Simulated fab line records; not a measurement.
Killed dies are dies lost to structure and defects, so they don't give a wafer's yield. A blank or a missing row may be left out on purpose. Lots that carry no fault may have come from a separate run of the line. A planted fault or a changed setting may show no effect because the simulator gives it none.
One fault seen from 2 desks / flow sky130 / each desk has only its own numbers; what lay behind them comes last

METROLOGY DESK
What the gauges read for every lot (on any tool): the sampled wafers with a number, averaged. Any lot whose mean is over 4 standard deviations away from the usual mean is out of limits and marked OUT; that distance is given in the brackets.
Columns: A = SD_N_RS at SKY_SD_N_RS_MEAS_16, usual 68.61 ohm/sq; B = LI_CONTACT_HDPCVD_THK at SKY_LI_CONTACT_THK_MEAS_01, usual 942 nm
lot=L294; first seen here=day 27 12:58; A=68.78; B=918
lot=L293; first seen here=day 27 15:04; A=68.64; B=936
lot=L295; first seen here=day 28 08:39; A=68.50; B=945
lot=L298; first seen here=day 30 01:57; A=68.50; B=939
lot=L300; first seen here=day 30 09:16; A=68.60; B=950
lot=L301; first seen here=day 30 12:00; A=68.69; B=952
lot=L303; first seen here=day 31 13:52; A=68.53; B=939
lot=L307; first seen here=day 32 14:15; A=68.45; B=943
lot=L308; first seen here=day 32 15:34; A=68.67; B=941
lot=L309; first seen here=day 33 02:37; A=68.59; B=949
lot=L312; first seen here=day 34 20:10; A=68.56; B=936
lot=L315; first seen here=day 35 04:54; A=68.57; B=940
lot=L313; first seen here=day 35 08:24; A=68.52; B=942
lot=L316; first seen here=day 35 11:25; A=68.63; B=941
This desk found nothing out of limits on any of the 14 lots.

TOOL OWNER'S DESK, rieDiel-04
The tool's own readings at SKY_LI_CONTACT_ETCH_15 (etches PSG in C4F8/O2/Ar, stops on Si, target depth 600 nm): means of the sampled wafers that have a number, for each lot that ran on this tool. Any lot whose mean is over 4 standard deviations away from the usual mean is out of limits and marked OUT; that distance is given in the brackets.
Columns: A = oesProductAu at SKY_LI_CONTACT_ETCH_15, usual 0.837 a.u.
lot=L300; first seen here=day 31 14:12; A=0.836
lot=L301; first seen here=day 31 16:54; A=0.834
lot=L315; first seen here=day 36 08:27; A=0.836
This desk found nothing out of limits on any of the 3 lots.

BROUGHT TOGETHER
Metrology desk: nothing out of limits seen.
The desk of the tool owner found nothing out of limits.

WHAT HAD BEEN PUT IN BY THE SIMULATOR
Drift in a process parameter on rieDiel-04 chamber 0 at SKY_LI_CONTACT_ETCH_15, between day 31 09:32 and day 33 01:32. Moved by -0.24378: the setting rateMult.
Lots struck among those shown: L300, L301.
